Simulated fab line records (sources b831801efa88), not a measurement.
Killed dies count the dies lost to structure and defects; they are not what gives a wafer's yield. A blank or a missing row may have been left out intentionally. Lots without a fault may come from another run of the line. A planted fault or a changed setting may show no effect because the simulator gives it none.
fab line records	flow sky130
record: lots: 12	wafers: 36	last_day: 50
route steps=708 shown POLY_GATE@235 LDD_LDN@301 SD_P@329 SD_N@356
lots that met no fault: from a run of the same line without faults
start_h: hours from the record's opening day to when the first of the lot's shown wafers began	wait_h: hours from the lot's prior step to this one	" unchanged from the row above	L1.1+2: one row covering several wafers at once	- either no value or no given start	* or withheld: withheld	< > ~ a bound
route shown NAME@n: a module of which the file shows steps, and the number in the route of the first	usual: the fault-free wafers' mean and standard deviation	same: alike in all rows	chamber/n: place in a boat	sites: readings site by site	_std_site: how widely they spread, as a standard deviation	_edge_site: mean of outer sites minus mean of inner sites	radius_mm: how far each site lies from the wafer's centre	mask NAME#n: copy n	behind: the most recent tool/chamber to have shaped the wafer	hold: what put the lot on hold/how long, in hours/how the hold closed	device: transistor that didn't switch, given as n, p or np	end of line: at the end of the route, the tests of the same wafers	a step given without rows: its recipe and nothing more	killed: not the wafer's yield, but the dies lost to structure and defects at the first sort	map: dies across one wafer; x = killed, . = not, _ = none there
set.NAME: the setting the step ran with; set.NAME@STEP: the setting that earlier step ran with	model.NAME: the simulator's own value behind a step, which no gauge read
steps of the route over a sample of lots; a table a step, a row a wafer
services: when a tool's chamber went out of use (start_h, in hours from the record's first day, below 0 if earlier), for how many hours, and the reason
== steps ==
step: SKY_POLY_GATE_THK_MEAS_21
recipe: reads: SiO2_of_POLY_GATE_OXIDATION_20
usual: POLY_GATE_OXIDATION_THK: 4.02/0.091
lot.wafer	tool	chamber	start_h	wait_h	POLY_GATE_OXIDATION_THK[nm]
L918.3	film_metro-01	-	374.63	0.0	4.08
L918.4	"	-	"	"	4.15
L918.5	"	-	"	"	4.06
L919.2	film_metro-02	-	385.54	0.0	4.00
L919.3	"	-	"	"	4.03
L919.4	"	-	"	"	4.04
L920.2	film_metro-03	-	394.17	0.0	4.01
L920.5	"	-	"	"	4.04
L920.6	"	-	"	"	4.08
L923.2	film_metro-03	-	429.71	0.0	4.16
L923.3	"	-	"	"	4.20
L923.6	"	-	"	"	4.14
L925.3	film_metro-01	-	442.48	0.0	4.01
L925.4	"	-	"	"	3.98
L925.5	"	-	"	"	3.91
L927.1	film_metro-03	-	454.98	0.0	4.03
L927.5	"	-	"	"	4.04
L927.6	"	-	"	"	3.98
L926.2	film_metro-03	-	456.11	0.0	3.89
L926.4	"	-	"	"	3.80
L926.5	"	-	"	"	3.85
L928.2	film_metro-01	-	466.47	0.0	3.87
L928.3	"	-	"	"	3.86
L928.6	"	-	"	"	3.93
L931.3	film_metro-03	-	506.02	0.0	4.17
L931.4	"	-	"	"	4.12
L931.5	"	-	"	"	4.08
L937.3	film_metro-01	-	546.83	0.0	3.97
L937.4	"	-	"	"	3.98
L937.5	"	-	"	"	4.00
L938.2	film_metro-03	-	551.92	0.0	3.91
L938.4	"	-	"	"	3.99
L938.6	"	-	"	"	3.96
L940.1	film_metro-02	-	575.70	0.0	4.01
L940.2	"	-	"	"	4.06
L940.4	"	-	"	"	4.05
step: SKY_LDD_LDN_STRIP_12
recipe: chemistry: O2/N2	power_w: 1400	pressure_mtorr: 1500	platen_temp_c: withheld	o2_flow_sccm: 3000	n2_flow_sccm: 300	overash_fraction: 0.5
usual: drypump_motor_current_A: 5.5/0.55	oes_product_au: 0.716/0.0046	strip_time_to_endpoint_s: 14.19/0.042
lot.wafer	tool	chamber	start_h	wait_h	drypump_motor_current_A	oes_product_au	rf_hours_counter_h	strip_time_to_endpoint_s
L918.3	plasma_asher-03	1	526.24	0.1	6.0	0.714	-	14.19
L918.4	"	0	"	"	4.9	0.713	-	14.21
L918.5	"	0	"	"	5.0	0.713	-	14.20
L919.2	plasma_asher-02	1	538.95	0.1	5.7	0.720	11	14.15
L919.3	"	1	"	"	5.7	0.711	-	14.19
L919.4	"	0	"	"	5.7	0.718	-	14.17
L920.2	plasma_asher-03	1	547.74	0.1	6.0	0.713	86	14.20
L920.5	"	1	"	"	6.0	0.716	-	14.19
L920.6	"	0	"	"	4.9	0.717	-	14.15
L923.2	plasma_asher-02	1	583.91	0.1	5.7	0.716	16	14.16
L923.3	"	1	"	"	5.7	0.727	-	14.10
L923.6	"	0	"	"	5.7	0.715	-	14.12
L925.3	plasma_asher-02	1	595.83	0.1	5.7	0.719	-	14.23
L925.4	"	0	"	"	5.7	0.718	-	14.24
L925.5	"	0	"	"	5.7	0.718	-	14.25
L927.1	plasma_asher-03	1	607.59	0.1	5.9	0.725	90	14.19
L927.5	"	0	"	"	4.9	0.718	-	14.16
L927.6	"	1	"	"	6.0	0.714	-	14.18
L926.2	plasma_asher-02	0	608.16	0.1	5.7	0.717	19	14.14
L926.4	"	1	"	"	5.7	0.716	-	14.17
L926.5	"	0	"	"	5.7	0.715	-	14.15
L928.2	plasma_asher-01	0	618.30	0.1	4.7	0.716	48	14.12
L928.3	"	0	"	"	4.7	0.714	-	14.14
L928.6	"	0	"	"	4.7	0.716	-	14.12
L931.3	plasma_asher-03	0	655.12	0.1	4.9	0.718	-	14.18
L931.4	"	1	"	"	6.0	0.716	-	14.16
L931.5	"	1	"	"	5.9	0.713	-	14.18
L937.3	plasma_asher-01	0	692.68	0.1	4.7	0.714	-	14.17
L937.4	"	1	"	"	6.2	0.714	-	14.20
L937.5	"	0	"	"	4.7	0.719	-	14.21
L938.2	plasma_asher-02	0	699.06	0.1	5.7	0.716	26	14.11
L938.4	"	0	"	"	5.7	0.721	-	14.10
L938.6	"	0	"	"	5.7	0.706	-	14.14
L940.1	plasma_asher-03	0	719.24	0.1	4.9	0.723	102	14.13
L940.2	"	1	"	"	6.0	0.715	102	14.17
L940.4	"	1	"	"	5.9	0.712	-	14.13
step: SKY_SD_P_IMPLANT_09
recipe: species: BF2	energy_kev: 20	dose_cm2: 3e+15	tilt_deg: 0
usual: beam_energy_keV: 20.000/0.0053
lot.wafer	tool	chamber	start_h	wait_h	beam_energy_keV
L918.3	implanter-04	0	587.92	0.1	19.993
L918.4	"	0	"	"	19.993
L918.5	"	0	"	"	20.005
L919.2	implanter-03	0	603.05	0.0	20.006
L919.3	"	0	"	"	19.997
L919.4	"	0	"	"	19.997
L920.2	implanter-03	0	608.99	0.1	19.996
L920.5	"	0	"	"	19.998
L920.6	"	0	"	"	20.008
L923.2	implanter-03	0	645.20	0.0	19.996
L923.3	"	0	"	"	19.991
L923.6	"	0	"	"	20.005
L925.3	implanter-04	0	655.72	0.1	19.997
L925.4	"	0	"	"	20.003
L925.5	"	0	"	"	20.005
L927.1	implanter-02	0	668.62	0.0	19.999
L927.5	"	0	"	"	19.994
L927.6	"	0	"	"	20.000
L926.2	implanter-04	0	668.75	0.0	20.000
L926.4	"	0	"	"	20.011
L926.5	"	0	"	"	20.003
L928.2	implanter-04	0	678.95	0.0	20.004
L928.3	"	0	"	"	19.996
L928.6	"	0	"	"	19.995
L931.3	implanter-03	0	712.92	0.1	19.998
L931.4	"	0	"	"	20.000
L931.5	"	0	"	"	19.992
L937.3	implanter-03	0	750.12	0.1	19.442
L937.4	"	0	"	"	19.439
L937.5	"	0	"	"	19.436
L938.2	implanter-03	0	756.79	0.0	19.436
L938.4	"	0	"	"	19.431
L938.6	"	0	"	"	19.433
L940.1	implanter-02	0	775.72	0.0	20.008
L940.2	"	0	"	"	19.998
L940.4	"	0	"	"	20.004
step: SKY_SD_N_RTA_14
recipe: temp_c: 1075	time_s: 2	idle_temp_c: 650	ramp_up_c_per_s: 150	ramp_down_c_per_s: 90	ambient: N2
usual: lamp_power_pct: 15.74/0.055	wafer_temp_C_max: 1078.0/1.3
lot.wafer	tool	chamber	start_h	wait_h	lamp_power_pct	wafer_temp_C_max
L918.3	rtp_anneal-01	0	646.55	0.0	15.73	1080.0
L918.4	"	0	"	"	15.82	1076.3
L918.5	"	0	"	"	15.69	1077.4
L919.2	rtp_anneal-02	0	660.54	0.0	15.71	1078.6
L919.3	"	0	"	"	15.74	1078.7
L919.4	"	0	"	"	15.76	1079.5
L920.2	rtp_anneal-01	0	666.90	0.0	15.69	1079.0
L920.5	"	0	"	"	15.64	1077.5
L920.6	"	0	"	"	15.74	1077.8
L923.2	rtp_anneal-02	0	702.50	0.0	15.78	1077.6
L923.3	"	0	"	"	15.81	1078.9
L923.6	"	0	"	"	15.73	1076.5
L925.3	rtp_anneal-01	0	712.55	0.0	15.71	1079.9
L925.4	"	0	"	"	15.81	1075.6
L925.5	"	0	"	"	15.73	1076.8
L927.1	rtp_anneal-01	0	724.69	0.0	15.77	1078.1
L927.5	"	0	"	"	15.67	1077.2
L927.6	"	0	"	"	15.78	1076.7
L926.2	rtp_anneal-02	0	725.49	0.0	15.69	1076.6
L926.4	"	0	"	"	15.72	1078.2
L926.5	"	0	"	"	15.70	1077.6
L928.2	rtp_anneal-01	0	733.45	0.0	15.66	1077.6
L928.3	"	0	"	"	15.67	1079.1
L928.6	"	0	"	"	15.63	1075.7
L931.3	rtp_anneal-01	0	767.74	0.0	15.66	1078.6
L931.4	"	0	"	"	15.66	1078.1
L931.5	"	0	"	"	15.69	1078.7
L937.3	rtp_anneal-02	0	803.56	0.0	15.83	1076.7
L937.4	"	0	"	"	15.78	1079.8
L937.5	"	0	"	"	15.69	1078.1
L938.2	rtp_anneal-01	0	809.50	0.0	15.76	1078.5
L938.4	"	0	"	"	15.78	1077.0
L938.6	"	0	"	"	15.65	1078.2
L940.1	rtp_anneal-01	0	829.82	0.0	15.64	1079.4
L940.2	"	0	"	"	15.79	1078.8
L940.4	"	0	"	"	15.68	1078.0
step: SKY_SD_N_RS_MEAS_17
recipe: thk_meas_gauge: four-point-probe
usual: SD_P_RS: 147.1/0.38
lot.wafer	tool	chamber	start_h	wait_h	SD_P_RS[ohm/sq]
L918.3	film_metro-02	-	646.86	0.1	147.4
L918.4	"	-	"	"	147.7
L918.5	"	-	"	"	147.5
L919.2	film_metro-03	-	660.84	0.1	146.7
L919.3	"	-	"	"	147.1
L919.4	"	-	"	"	147.0
L920.2	film_metro-01	-	667.20	0.1	147.5
L920.5	"	-	"	"	147.5
L920.6	"	-	"	"	147.1
L923.2	film_metro-02	-	702.80	0.1	147.5
L923.3	"	-	"	"	147.2
L923.6	"	-	"	"	147.4
L925.3	film_metro-02	-	712.87	0.1	147.6
L925.4	"	-	"	"	147.7
L925.5	"	-	"	"	147.3
L927.1	film_metro-03	-	724.98	0.1	146.9
L927.5	"	-	"	"	146.6
L927.6	"	-	"	"	146.9
L926.2	film_metro-02	-	725.79	0.1	147.6
L926.4	"	-	"	"	147.5
L926.5	"	-	"	"	147.7
L928.2	film_metro-03	-	733.75	0.1	147.2
L928.3	"	-	"	"	147.4
L928.6	"	-	"	"	147.5
L931.3	film_metro-03	-	768.06	0.1	147.0
L931.4	"	-	"	"	146.8
L931.5	"	-	"	"	146.9
L937.3	film_metro-02	-	803.87	0.1	149.2
L937.4	"	-	"	"	149.2
L937.5	"	-	"	"	148.9
L938.2	film_metro-01	-	809.80	0.1	148.6
L938.4	"	-	"	"	148.5
L938.6	"	-	"	"	148.9
L940.1	film_metro-03	-	830.13	0.1	146.6
L940.2	"	-	"	"	146.7
L940.4	"	-	"	"	146.9
== services ==
tool	chamber	start_h	hours	kind
implanter-04	-	520.60	0.5	repair
plasma_asher-01	-	525.40	2.0	repair
implanter-04	-	559.56	3.3	repair
implanter-04	-	571.35	3.8	repair
plasma_asher-03	-	574.51	13.9	repair
plasma_asher-01	-	581.95	2.8	pm
implanter-03	-	596.19	5.4	repair
implanter-04	-	603.03	13.8	pm
implanter-04	-	621.98	4.0	repair
implanter-03	-	634.52	1.1	repair
plasma_asher-02	-	638.97	0.8	repair
rtp_anneal-02	-	641.78	0.6	repair
plasma_asher-02	-	644.50	14.6	pm
implanter-04	-	647.69	2.5	repair
implanter-02	-	653.01	4.0	pm
implanter-03	-	662.84	0.7	repair
implanter-02	-	678.81	3.9	repair
implanter-04	-	717.09	24.3	repair
plasma_asher-03	-	733.75	9.0	pm
implanter-03	-	751.27	0.6	repair
plasma_asher-02	-	758.76	0.7	repair
implanter-03	-	795.96	1.9	repair
plasma_asher-03	-	805.87	1.7	repair
implanter-04	-	817.86	3.8	pm
== key ==
first_sign: step: SKY_SD_P_IMPLANT_09	reading: beam_energy_keV	direction: down	sigmas: 99+	usual: *	struck: *
effect: step: SKY_SD_N_RS_MEAS_17	reading: SD_P_RS	direction: up	sigmas: 4.5	usual: 147.1	struck: 148.9
met_at SKY_SD_P_IMPLANT_09
struck_lots L937,L938
tester_left_out L937,L938
not_acting_at SKY_POLY_GATE_THK_MEAS_21,SKY_LDD_LDN_STRIP_12,SKY_SD_N_RTA_14
onset_between 712.92 750.12
fault: kind: process_parameter_drift	tool: implanter-03	chamber: -	onset_h: 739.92	steps: SKY_SD_P_IMPLANT_09	channel: energy_kev	offset: *	shape: step	end_h: 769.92	acts_in: *	stated: *
tester_left_out: of these lots the tester's yield and bins aren't shown, on N5 and GAA mostly nor the transistor test; their killed dies are dies lost to structure and defects alone, not to doping, threshold or leakage, so they don't give the yield
